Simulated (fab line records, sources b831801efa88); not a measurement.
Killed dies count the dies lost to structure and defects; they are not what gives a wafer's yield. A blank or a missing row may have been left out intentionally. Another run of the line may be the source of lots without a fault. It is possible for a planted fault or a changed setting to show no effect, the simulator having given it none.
Chamber matching	flow sky130	4 sister chambers for SKY_FIELD_ISO_ETCH_17 on rie-si-02
The step etches Si in HBr/Cl2/O2, target depth 342 nm, time 97.7 s. 24 wafers are shown with their chamber, then 12 later ones without.

## WAFERS PAIRED WITH THEIR CHAMBERS
wafer	chamber	oes-product-au (a.u.)	throttle-valve-pct (%)	mfc-cl2-sccm (sccm)
L074.1	3	0.998	25.655	40.00
L074.3	2	1.005	25.663	40.07
L074.5	1	0.996	25.658	39.96
L076.1	3	1.003	25.649	40.17
L076.4	1	1.002	25.674	39.88
L076.5	0	1.002	25.664	40.03
L077.2	1	0.998	25.667	39.92
L077.4	3	0.997	25.664	40.04
L077.5	2	1.004	25.656	39.93
L078.1	0	1.002	25.644	39.97
L078.5	0	1.012	25.647	39.96
L078.6	3	1.004	25.666	39.99
L082.1	3	0.982	25.671	40.00
L082.2	1	0.995	25.663	40.03
L082.4	0	1.007	25.654	40.15
L083.3	3	1.002	25.649	40.15
L083.5	1	0.996	25.656	39.95
L083.6	0	1.006	25.652	40.05
L085.2	1	1.007	25.662	39.86
L085.5	3	1.011	25.641	39.85
L085.6	0	1.002	25.648	40.12
L086.1	3	0.991	25.653	40.07
L086.3	1	0.999	25.654	40.12
L086.5	1	0.985	25.661	40.01

SIGNATURES, as means of the wafers listed above
reading	chamber 0	chamber 1	chamber 2	chamber 3	scatter within a chamber
oes-product-au	1.00517	0.99725	1.00450	0.99850	0.00675
throttle-valve-pct	25.65150	25.66188	25.65950	25.65600	0.00802
mfc-cl2-sccm	40.0467	39.9663	40.0000	40.0337	0.0899
Rule: distance of a wafer from a chamber = root of the sum over the readings of ((wafer's reading minus chamber's mean) / reading's scatter) squared. The wafer belongs to the nearest chamber; if the next one is less than 2 further off, it can't be placed. The scatter is the square root of a quotient: the sum, over the shown wafers, of each reading's squared deviation from its chamber's mean, divided by wafers minus chambers.

## WAFERS WITH NO CHAMBER GIVEN
wafer	oes-product-au (a.u.)	throttle-valve-pct (%)	mfc-cl2-sccm (sccm)
L090.3	1.003	25.644	40.03
L090.5	0.989	25.654	40.03
L090.6	0.997	25.658	40.03
L091.3	1.007	25.658	40.01
L091.4	1.000	25.664	39.98
L091.6	1.001	25.657	40.07
L094.1	1.007	25.664	39.92
L094.3	1.012	25.658	39.97
L094.4	1.009	25.646	40.32
L097.4	0.990	25.678	40.09
L097.5	0.994	25.670	40.00
L097.6	0.996	25.659	39.88

## WHICH CHAMBER EACH WENT THROUGH
wafer	from the rows above	in truth
L090.3	can't be placed: 0 or 3 or 2 or 1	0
L090.5	can't be placed: 3 or 1 or 2 or 0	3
L090.6	can't be placed: 3 or 1 or 2 or 0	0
L091.3	can't be placed: 2 or 0 or 3 or 1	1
L091.4	can't be placed: 1 or 2 or 3 or 0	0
L091.6	can't be placed: 3 or 0 or 2 or 1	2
L094.1	can't be placed: 2 or 1 or 3 or 0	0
L094.3	can't be placed: 2 or 0 or 3 or 1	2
L094.4	can't be placed: 0 or 3 or 2 or 1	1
L097.4	can't be placed: 1 or 3 or 2 or 0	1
L097.5	can't be placed: 1 or 3 or 2 or 0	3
L097.6	can't be placed: 1 or 3 or 2 or 0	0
0 of 12 placed correctly. Can't be placed from these rows: 12 (the true chamber is among the candidates in 12). 0 placed wrongly.
